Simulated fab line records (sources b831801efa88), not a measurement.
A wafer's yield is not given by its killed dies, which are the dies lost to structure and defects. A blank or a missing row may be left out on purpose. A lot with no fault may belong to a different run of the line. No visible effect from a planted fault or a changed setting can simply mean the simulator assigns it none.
Comparing a struck lot with a sound one | flow sky130 | 15 steps out of a route of 708
Sound: these wafers, L782.4, L782.5, L782.6. Struck: wafers L776.2, L776.4, L776.6. The cause comes at the end.
At each step with rows: each side's tool, then ch and its chambers, then its first start. Under that, the readings that differ: sound wafers | struck wafers | difference of the means | sigmas: that difference in standard deviations of wafers without a fault.
alike: a reading whose means differ by less than 2 such deviations, as well as words and numbers matching on both sides. not compared: withheld readings; readings where some wafer has no value; bounds like >300 that might hide an equal value; numbers whose values overlap and for which the record gives no deviation.
The two part at a step that has a row with sigmas, a row that says differs or no value, or rows on one side only. When numbers do not overlap yet have no deviation, they are printed without sigmas and do not part them. Lack of a reading on every wafer of one side parts them only where that side has two or more wafers.

first, 2 steps without rows for these wafers: SKY_POLY_GATE_CLEAN_19 (cleans in SC1/SC2, time 150 s); SKY_POLY_GATE_OXIDATION_20 (stabilise 600 s, purge 300 s, target thk 4 nm).
SKY_POLY_GATE_THK_MEAS_21:
  sound on filmMetro-02, day 22 12:43; struck on filmMetro-01, day 20 10:05
  alike: POLY_GATE_OXIDATION_THK
SKY_POLY_GATE_CD_MEAS_22:
  sound on cdSem-02, day 22 12:50; struck on cdSem-01, day 20 10:10
  alike: cdNm
then, 7 steps without rows for these wafers: SKY_LDD_N_DEHYDRATE_00 (time 60 s); SKY_LDD_N_HMDS_01 (prime time 60 s); SKY_LDD_N_COAT_02 (resist thk 300 nm); SKY_LDD_N_SOFTBAKE_03 (time 60 s); SKY_LDD_N_EXPOSE_04 (exposes mask NTM, target cd 840 nm); SKY_LDD_N_PEB_05; SKY_LDD_N_DEVELOP_06 (develop time 60 s).
SKY_LDD_N_OVL_MEAS_07:
  sound on overlay-01, day 23 19:07; struck on overlay-02, day 21 17:05
  alike: LDD_N_OVL
SKY_LDD_N_IMPLANT_08:
  sound on implanter-01 ch 0, day 23 19:12; struck on implanter-01 ch 0, day 21 17:09
reading               | sound                | struck               | difference | sigmas
rotationDeg (degrees) | 23.009 23.010 22.991 | 229.76 229.75 229.75 | +206.75    | +99 or more
following that, these wafers have no rows for 1 step: SKY_LDD_N_IMPLANT_09.
-- a jump in the record: the struck wafers' starts before and after are 27 days apart (it breaks off in module LDD_N and resumes in module PAD_OPEN, where the first step shown is number 708 of the route) --
SKY_PAD_OPEN_PROBE_99:
  sound on prober-01, day 49 16:52; struck on prober-01, day 48 09:21
reading                              | sound                | struck              | difference | sigmas
model.etest.nfet_01v8_lvt.vtSatV (V) | 0.5531 0.5491 0.5473 | 0.5584 0.5602 0.571 | +0.0134    | 
  alike: killed_at_M0_to_M3, killed_at_M4_up, killedAtContacts, killedAtFrontEnd, killedAtOther, killedDies, killedOnRim, killedOpen, killedShort
  not compared: model.etest.nfet_01v8.vtSatV, model.etest.sramNfetPass.vtSatV

== WHERE THEY PART ==
SKY_LDD_N_IMPLANT_08 only, going by this record. Later steps at which nothing parts them and some readings are alike: SKY_PAD_OPEN_PROBE_99.

WHY: the cause the simulator had injected
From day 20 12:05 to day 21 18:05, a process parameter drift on implanter-01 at SKY_LDD_N_IMPLANT_08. From 23, the setting rotationDeg moved by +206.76. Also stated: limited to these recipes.
